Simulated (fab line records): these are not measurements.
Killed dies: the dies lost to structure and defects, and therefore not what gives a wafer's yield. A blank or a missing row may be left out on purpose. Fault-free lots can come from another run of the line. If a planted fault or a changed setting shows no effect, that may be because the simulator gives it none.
Code-filled problem report in 8D (eight disciplines) form | flow gf180mcu | the parts of the form that need people (team, actions taken, sign-off) are left out

## 1. THE PROBLEM
run_length_s at GF_M4_METAL_ETCH_16 reads a mean of 181.6 s on 3 wafers of 2 lots; wafers without a fault read 153.5 s with a standard deviation of 0.42. Relative to the usual mean, that is a shift of +67 standard deviations.
The step: etches the open film in Cl2/BCl3, stops on SiO2, target depth 750.8 nm, time 125.1 s.
First observed at day 27 04:33: wafer L455.5, on rie_metal-03. The record has a number at this step for 33 wafers belonging to 11 lots. Rule for "out" (also "out of limits"): further than 4 standard deviations from the usual mean. All remaining wafers that have a number are taken as sound.

## 2. WHAT IT IS, WHAT IT ISN'T
question                    | is                                               | is not
which readings at this step | run_length_s, oes_product_au, throttle_valve_pct | chamber_pressure_mTorr, drypump_motor_current_A, he_backside_leak_sccm
which lots                  | L455, L456                                       | L444, L446, L447, L449, L450, L451, L462, L465, L466
which wafers of those lots  | L455.5, L456.4, L456.6                           | L455.1, L455.6, L456.3
read on which tools         | rie_metal-03                                     | rie_metal-01, rie_metal-04
when                        | from day 27 04:33                                | up to then (20 sound wafers); but 10 sound wafers of L456, L462, L465, L466 came after

## 3. SUSPECTS, AND WHAT RULES EACH OUT
Counting: any tool at a process step up to the reading remains a suspect provided it ran every lot that is out. Sound lots after the first of them don't rule it out here, since some wafers of a struck lot are sound.
- rie_metal-03 at GF_M4_METAL_ETCH_16 (etches the open film in Cl2/BCl3, stops on SiO2, target depth 750.8 nm, time 125.1 s): kept. It processed each lot that is out (first: L455, day 27 04:33); up to then, its last sound lot is L451 (day 25 21:50). On those wafers its own readings are out: oes_product_au, run_length_s, throttle_valve_pct.
- The sound lot-mates ran in chamber 1 of rie_metal-03 at GF_M4_METAL_ETCH_16, but the wafers that are out ran in chamber 0.
Remaining after the count: rie_metal-03 at GF_M4_METAL_ETCH_16.

## 4. THE CAUSE (what the simulator had put in)
rie_metal-03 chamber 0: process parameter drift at GF_M4_METAL_ETCH_16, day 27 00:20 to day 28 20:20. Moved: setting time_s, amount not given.
Only this tool survived the counting.

## 5. SEQUENCE OF EFFECTS, ordered by route
Each row: a reading where the mean over the struck wafers with a number is more than 3 standard deviations away from the usual. Only readings whose record carries a usual standard deviation are examined. hours: median over the lots of the time between each lot's start at the first step of this table that gives one and its start at this step. sigmas: the change, counted in usual standard deviations.
hours | step                | reading                  | usual      | on struck wafers | change | sigmas
0     | GF_M4_METAL_ETCH_16 | oes_product_au           | 0.991 a.u. | 0.887            | -0.104 | -17
0     | GF_M4_METAL_ETCH_16 | run_length_s             | 153.5 s    | 181.6            | +28.1  | +67
0     | GF_M4_METAL_ETCH_16 | throttle_valve_pct       | 28.228 %   | 28.345           | +0.117 | +12
0     | GF_M4_STRIP_17      | oes_product_au           | 0.537 a.u. | 0.509            | -0.028 | -5.4
0     | GF_M4_STRIP_17      | strip_time_to_endpoint_s | 7.38 s     | 6.79             | -0.59  | -13
Its process steps:
- GF_M4_METAL_ETCH_16: etches the open film in Cl2/BCl3, stops on SiO2, target depth 750.8 nm, time 125.1 s.
- GF_M4_STRIP_17: strips in O2/N2.

## 6. WHAT WOULD HAVE CAUGHT IT SOONER
In this record no reading fell out of limits until day 27 04:33, 4 hours after the fault had begun at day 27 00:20.
